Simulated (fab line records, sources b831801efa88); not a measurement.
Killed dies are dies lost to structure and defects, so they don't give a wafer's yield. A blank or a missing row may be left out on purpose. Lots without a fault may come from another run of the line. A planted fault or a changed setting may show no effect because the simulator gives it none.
Chamber matching | flow sky130 | SKY_VIA1_CMP_02 on cmp-01: 4 sister chambers
The step polishes SiO2. 4 wafers are shown with their chamber, then 7 later ones without.

WAFERS WITH THEIR CHAMBER
wafer  | chamber | motor_current_A (A)
L222.3 | 2       | 12.1
L223.1 | 0       | 10.3
L225.2 | 1       | 12.7
L225.3 | 3       | 12.0

WAFERS WITHOUT THEIR CHAMBER
wafer  | motor_current_A (A)
L225.6 | 13.1
L227.3 | 12.2
L227.4 | 10.0
L227.6 | 12.6
L230.2 | 12.4
L230.3 | 12.6
L230.5 | 12.3

WHICH CHAMBER EACH WENT THROUGH
wafer  | from the rows above          | in truth
L225.6 | 1                            | 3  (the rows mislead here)
L227.3 | can't be placed: 2 or 3 or 1 | 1
L227.4 | 0                            | 0
L227.6 | can't be placed: 1 or 2      | 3
L230.2 | can't be placed: 1 or 2 or 3 | 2
L230.3 | can't be placed: 1 or 2      | 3
L230.5 | can't be placed: 2 or 3 or 1 | 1
Placed correctly: 1 of 7. Can't be placed from these rows: 5 (the true chamber is among the candidates in 3). Placed wrongly: 1.
How it was worked out, from the rows above alone: a wafer's distance from a chamber is the root of the sum, over the readings, of the square of ((its reading less the chamber's mean) divided by the reading's scatter). The wafer belongs to the nearest chamber; if the next one is less than 2 further off, it can't be placed. A chamber's mean is the mean of its shown wafers. The scatter: with one shown wafer a chamber, the root of the mean of the squares of how far each hidden wafer lies from its nearest shown one.
